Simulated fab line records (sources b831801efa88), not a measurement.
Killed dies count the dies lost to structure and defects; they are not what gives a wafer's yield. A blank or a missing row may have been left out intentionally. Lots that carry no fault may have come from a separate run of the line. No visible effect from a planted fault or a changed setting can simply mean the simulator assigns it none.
Which of the tools did it? :: flow sfq line :: 14 lots, 42 wafers sampled, at 5 steps of a route of 325

## WHAT EACH GAUGE READ, for each wafer
SFQ_L0V_OVL_MEAS_903. Usual: L0V_OVL typically reads -2 nm, with standard deviation 5.6.
lot: L177
measured: day 4 23:55
on: overlay-02
L0V_OVL (nm): -10 -8 -7
flag: 

lot: L179
measured: day 5 14:19
on: overlay-02
L0V_OVL (nm): 5 7 -2
flag: 

lot: L181
measured: day 6 01:13
on: overlay-01
L0V_OVL (nm): -3 -2 1
flag: 

lot: L184
measured: day 6 16:50
on: overlay-01
L0V_OVL (nm): 3 -2 -3
flag: 

lot: L185
measured: day 7 01:06
on: overlay-01
L0V_OVL (nm): -5 0 -4
flag: 

lot: L186
measured: day 7 07:06
on: overlay-01
L0V_OVL (nm): -6 -7 -2
flag: 

lot: L187
measured: day 7 16:41
on: overlay-02
L0V_OVL (nm): 5 -2 8
flag: 

lot: L188
measured: day 7 17:54
on: overlay-02
L0V_OVL (nm): -2 8 7
flag: 

lot: L189
measured: day 7 23:46
on: overlay-02
L0V_OVL (nm): -3 -11 5
flag: 

lot: L190
measured: day 8 05:47
on: overlay-01
L0V_OVL (nm): -4 -5 -3
flag: 

lot: L191
measured: day 8 12:56
on: overlay-02
L0V_OVL (nm): -10 -5 -3
flag: 

lot: L198
measured: day 10 07:41
on: overlay-02
L0V_OVL (nm): -6 -5 -12
flag: 

lot: L199
measured: day 10 12:29
on: overlay-02
L0V_OVL (nm): 8 -1 -5
flag: 

lot: L200
measured: day 10 18:29
on: overlay-02
L0V_OVL (nm): 3 2 -5
flag: 

SFQ_M6_RS_MEAS_938: uses a four-point probe to measure. Usual: M6_NB_RS typically reads 0.888 ohm/sq, with standard deviation 0.01.
lot: L177
measured: day 61 22:28
on: film metro-01
M6_NB_RS (ohm/sq): 0.887 0.916 0.896
flag: 

lot: L179
measured: day 62 05:11
on: film metro-01
M6_NB_RS (ohm/sq): 0.885 0.877 0.870
flag: 

lot: L181
measured: day 62 16:38
on: film metro-03
M6_NB_RS (ohm/sq): 0.891 0.884 0.894
flag: 

lot: L184
measured: day 65 04:45
on: film metro-03
M6_NB_RS (ohm/sq): 0.891 0.887 0.891
flag: 

lot: L185
measured: day 65 11:55
on: film metro-02
M6_NB_RS (ohm/sq): 0.879 0.869 0.869
flag: 

lot: L186
measured: day 65 13:14
on: film metro-01
M6_NB_RS (ohm/sq): 0.889 0.891 0.882
flag: 

lot: L187
measured: day 65 14:32
on: film metro-03
M6_NB_RS (ohm/sq): 0.886 0.877 0.882
flag: 

lot: L188
measured: day 71 13:10
on: film metro-03
M6_NB_RS (ohm/sq): 0.902 0.889 0.900
flag: 

lot: L189
measured: day 72 01:26
on: film metro-02
M6_NB_RS (ohm/sq): 0.885 0.881 0.891
flag: 

lot: L190
measured: day 76 23:58
on: film metro-01
M6_NB_RS (ohm/sq): 0.897 0.884 0.902
flag: 

lot: L191
measured: day 77 08:38
on: film metro-03
M6_NB_RS (ohm/sq): 0.888 0.894 0.897
flag: 

lot: L198
measured: day 80 02:20
on: film metro-01
M6_NB_RS (ohm/sq): 0.902 0.896 0.894
flag: 

lot: L199
measured: day 80 12:32
on: film metro-03
M6_NB_RS (ohm/sq): 0.908 0.897 0.901
flag: 

lot: L200
measured: day 80 13:09
on: film metro-01
M6_NB_RS (ohm/sq): 0.876 0.875 0.874
flag: 

## WHICH TOOL RAN EACH LOT (tool, then ch and the chambers of the sampled wafers, then the start)
lot: L177
SFQ_TRILAYER_I1_DEP_PECVD_045: pecvd-04 ch 0,1, day 14 12:46
SFQ_TRILAYER_I1_CMP_CMP_046: cmp-02 ch 1,2,3, day 14 13:26
SFQ_TRILAYER_JJ_TRILAYER_DEP_SPUTTER_110: pvd sputter-03, day 37 03:43

lot: L179
SFQ_TRILAYER_I1_DEP_PECVD_045: pecvd-03 ch 0,2, day 15 07:32
SFQ_TRILAYER_I1_CMP_CMP_046: cmp-01 ch 0,2,3, day 15 07:37
SFQ_TRILAYER_JJ_TRILAYER_DEP_SPUTTER_110: pvd sputter-05, day 43 11:27

lot: L181
SFQ_TRILAYER_I1_DEP_PECVD_045: pecvd-03 ch 0,2, day 16 00:46
SFQ_TRILAYER_I1_CMP_CMP_046: cmp-02 ch 0,1, day 16 00:50
SFQ_TRILAYER_JJ_TRILAYER_DEP_SPUTTER_110: pvd sputter-03, day 43 13:51

lot: L184
SFQ_TRILAYER_I1_DEP_PECVD_045: pecvd-03 ch 0,1,2, day 17 20:25
SFQ_TRILAYER_I1_CMP_CMP_046: cmp-02 ch 0,3, day 17 20:53
SFQ_TRILAYER_JJ_TRILAYER_DEP_SPUTTER_110: pvd sputter-05, day 52 09:56

lot: L185
SFQ_TRILAYER_I1_DEP_PECVD_045: pecvd-01 ch 0,1, day 18 04:53
SFQ_TRILAYER_I1_CMP_CMP_046: cmp-01 ch 0,2,3, day 18 09:10
SFQ_TRILAYER_JJ_TRILAYER_DEP_SPUTTER_110: pvd sputter-06, day 52 17:08

lot: L186
SFQ_TRILAYER_I1_DEP_PECVD_045: pecvd-03 ch 0,1,2, day 18 16:54
SFQ_TRILAYER_I1_CMP_CMP_046: cmp-01 ch 0,1, day 18 20:59
SFQ_TRILAYER_JJ_TRILAYER_DEP_SPUTTER_110: pvd sputter-03, day 52 23:08

lot: L187
SFQ_TRILAYER_I1_DEP_PECVD_045: pecvd-03 ch 0,1,2, day 19 08:29
SFQ_TRILAYER_I1_CMP_CMP_046: cmp-01 ch 1,2, day 19 09:29
SFQ_TRILAYER_JJ_TRILAYER_DEP_SPUTTER_110: pvd sputter-03, day 53 08:44

lot: L188
SFQ_TRILAYER_I1_DEP_PECVD_045: pecvd-03 ch 1,2, day 19 12:07
SFQ_TRILAYER_I1_CMP_CMP_046: cmp-01 ch 1,2, day 19 14:59
SFQ_TRILAYER_JJ_TRILAYER_DEP_SPUTTER_110: pvd sputter-03, day 53 17:11

lot: L189
SFQ_TRILAYER_I1_DEP_PECVD_045: pecvd-01 ch 1,2, day 19 14:31
SFQ_TRILAYER_I1_CMP_CMP_046: cmp-01 ch 0,1,2, day 19 17:59
SFQ_TRILAYER_JJ_TRILAYER_DEP_SPUTTER_110: pvd sputter-05, day 53 18:23

lot: L190
SFQ_TRILAYER_I1_DEP_PECVD_045: pecvd-03 ch 1,2, day 19 20:29
SFQ_TRILAYER_I1_CMP_CMP_046: cmp-01 ch 0,2,3, day 20 00:29
SFQ_TRILAYER_JJ_TRILAYER_DEP_SPUTTER_110: pvd sputter-03, day 54 08:47

lot: L191
SFQ_TRILAYER_I1_DEP_PECVD_045: pecvd-04 ch 0,1,2, day 20 01:17
SFQ_TRILAYER_I1_CMP_CMP_046: cmp-01 ch 0,1, day 20 02:59
SFQ_TRILAYER_JJ_TRILAYER_DEP_SPUTTER_110: pvd sputter-06, day 54 21:53

lot: L198
SFQ_TRILAYER_I1_DEP_PECVD_045: pecvd-01 ch 0,1,2, day 22 18:38
SFQ_TRILAYER_I1_CMP_CMP_046: cmp-02 ch 0,1, day 22 22:29
SFQ_TRILAYER_JJ_TRILAYER_DEP_SPUTTER_110: pvd sputter-06, day 57 17:05

lot: L199
SFQ_TRILAYER_I1_DEP_PECVD_045: pecvd-03 ch 0,2, day 23 06:13
SFQ_TRILAYER_I1_CMP_CMP_046: cmp-01 ch 0,1,2, day 23 07:16
SFQ_TRILAYER_JJ_TRILAYER_DEP_SPUTTER_110: pvd sputter-05, day 58 04:38

lot: L200
SFQ_TRILAYER_I1_DEP_PECVD_045: pecvd-01 ch 0,1,2, day 23 15:50
SFQ_TRILAYER_I1_CMP_CMP_046: cmp-01 ch 0,3, day 23 15:55
SFQ_TRILAYER_JJ_TRILAYER_DEP_SPUTTER_110: pvd sputter-06, day 58 08:14
- SFQ_TRILAYER_I1_DEP_PECVD_045: deposits SiO2 from SiH4/N2O, time 111.11 s, target thk 500 nm.
- SFQ_TRILAYER_I1_CMP_CMP_046: polishes SiO2.
- SFQ_TRILAYER_JJ_TRILAYER_DEP_SPUTTER_110: material Al, target thk 8 nm, time 10 s.

## AS READ BY THE TOOLS THEMSELVES (means over the sampled wafers that have a number; for cases with no such wafer, the mark the record gives instead)
SFQ_TRILAYER_I1_DEP_PECVD_045. Usual: heater power w 88 W, standard deviation 16; run length s 139.1 s, standard deviation 0.5; throttle valve pct 23.8 %, standard deviation 1.5.
lot: L177
tool: pecvd-04
heater power w (W): 89
run length s (s): 138.6
throttle valve pct (%): 25.6
flag: 

lot: L179
tool: pecvd-03
heater power w (W): 80
run length s (s): 139.2
throttle valve pct (%): 23.1
flag: 

lot: L181
tool: pecvd-03
heater power w (W): 87
run length s (s): 139.3
throttle valve pct (%): 23.1
flag: 

lot: L184
tool: pecvd-03
heater power w (W): 82
run length s (s): 138.8
throttle valve pct (%): 23.3
flag: 

lot: L185
tool: pecvd-01
heater power w (W): 97
run length s (s): 138.9
throttle valve pct (%): 23.1
flag: 

lot: L186
tool: pecvd-03
heater power w (W): 90
run length s (s): 138.9
throttle valve pct (%): 23.4
flag: 

lot: L187
tool: pecvd-03
heater power w (W): 85
run length s (s): 139.2
throttle valve pct (%): 23.5
flag: 

lot: L188
tool: pecvd-03
heater power w (W): 98
run length s (s): 149.0
throttle valve pct (%): 24.2
flag: OFF

lot: L189
tool: pecvd-01
heater power w (W): 78
run length s (s): 139.0
throttle valve pct (%): 23.1
flag: 

lot: L190
tool: pecvd-03
heater power w (W): 93
run length s (s): 148.8
throttle valve pct (%): 24.2
flag: OFF

lot: L191
tool: pecvd-04
heater power w (W): 98
run length s (s): 139.4
throttle valve pct (%): 26.4
flag: 

lot: L198
tool: pecvd-01
heater power w (W): 87
run length s (s): 139.6
throttle valve pct (%): 23.2
flag: 

lot: L199
tool: pecvd-03
heater power w (W): 105
run length s (s): 138.7
throttle valve pct (%): 24.5
flag: 

lot: L200
tool: pecvd-01
heater power w (W): 89
run length s (s): 139.1
throttle valve pct (%): 23.3
flag: 

SFQ_TRILAYER_I1_CMP_CMP_046. Usual: motor current A 10.2 A, standard deviation 0.81; slurry flow ml min 149.9, standard deviation 0.44; time to endpoint s 215 s, standard deviation 8.
lot: L177
tool: cmp-02
motor current A (A): 10.1
slurry flow ml min: 150.2
time to endpoint s (s): 217
flag: 

lot: L179
tool: cmp-01
motor current A (A): 10.3
slurry flow ml min: 150.2
time to endpoint s (s): 211
flag: 

lot: L181
tool: cmp-02
motor current A (A): 10.0
slurry flow ml min: 150.5
time to endpoint s (s): 215
flag: 

lot: L184
tool: cmp-02
motor current A (A): 11.1
slurry flow ml min: 150.0
time to endpoint s (s): 225
flag: 

lot: L185
tool: cmp-01
motor current A (A): 9.7
slurry flow ml min: 150.3
time to endpoint s (s): 213
flag: 

lot: L186
tool: cmp-01
motor current A (A): 10.1
slurry flow ml min: 150.0
time to endpoint s (s): 225
flag: 

lot: L187
tool: cmp-01
motor current A (A): 10.8
slurry flow ml min: 150.0
time to endpoint s (s): 214
flag: 

lot: L188
tool: cmp-01
motor current A (A): 10.7
slurry flow ml min: 149.8
time to endpoint s (s): 243
flag: OFF

lot: L189
tool: cmp-01
motor current A (A): 10.3
slurry flow ml min: 150.4
time to endpoint s (s): 221
flag: 

lot: L190
tool: cmp-01
motor current A (A): 10.1
slurry flow ml min: 149.7
time to endpoint s (s): 240
flag: OFF

lot: L191
tool: cmp-01
motor current A (A): 9.3
slurry flow ml min: 149.7
time to endpoint s (s): 214
flag: 

lot: L198
tool: cmp-02
motor current A (A): 9.7
slurry flow ml min: 149.9
time to endpoint s (s): 214
flag: 

lot: L199
tool: cmp-01
motor current A (A): 10.2
slurry flow ml min: 149.6
time to endpoint s (s): 212
flag: 

lot: L200
tool: cmp-01
motor current A (A): 9.7
slurry flow ml min: 150.1
time to endpoint s (s): 220
flag: 

SFQ_TRILAYER_JJ_TRILAYER_DEP_SPUTTER_110. Usual: throttle valve pct 29.3 %, standard deviation 1.
lot: L177
tool: pvd sputter-03
throttle valve pct (%): 29.0
flag: 

lot: L179
tool: pvd sputter-05
throttle valve pct (%): 29.5
flag: 

lot: L181
tool: pvd sputter-03
throttle valve pct (%): 29.9
flag: 

lot: L184
tool: pvd sputter-05
throttle valve pct (%): 28.8
flag: 

lot: L185
tool: pvd sputter-06
throttle valve pct (%): 29.4
flag: 

lot: L186
tool: pvd sputter-03
throttle valve pct (%): 30.0
flag: 

lot: L187
tool: pvd sputter-03
throttle valve pct (%): 29.2
flag: 

lot: L188
tool: pvd sputter-03
throttle valve pct (%): 29.8
flag: 

lot: L189
tool: pvd sputter-05
throttle valve pct (%): 29.3
flag: 

lot: L190
tool: pvd sputter-03
throttle valve pct (%): 29.7
flag: 

lot: L191
tool: pvd sputter-06
throttle valve pct (%): 29.7
flag: 

lot: L198
tool: pvd sputter-06
throttle valve pct (%): 29.2
flag: 

lot: L199
tool: pvd sputter-05
throttle valve pct (%): 28.9
flag: 

lot: L200
tool: pvd sputter-06
throttle valve pct (%): 28.4
flag: 

## THE ANSWER, worked out from the rows above alone
Rule: a lot is off if the mean of its wafers that have a number lies more than 3 standard deviations from the usual mean. A lot without any number at a reading at which 4 lots or more have one is off too. All remaining lots with rows at the step are treated as sound. Order of review: gauges by route order, followed by the tools' own readings, for which a lot's mean as printed above is used. The first step at which some lot is off is used, and at that step the reading that is off furthest; a lot without a number counts as furthest.
Off: L188, L190, at SFQ_TRILAYER_I1_DEP_PECVD_045 (run length s).
If a tool, at that step or one of the process steps before it, ran each lot that is off and ran no sound lot following the first of them, it fits. Of those tried, none fits.

## WHAT THE SIMULATOR HAD PUT IN
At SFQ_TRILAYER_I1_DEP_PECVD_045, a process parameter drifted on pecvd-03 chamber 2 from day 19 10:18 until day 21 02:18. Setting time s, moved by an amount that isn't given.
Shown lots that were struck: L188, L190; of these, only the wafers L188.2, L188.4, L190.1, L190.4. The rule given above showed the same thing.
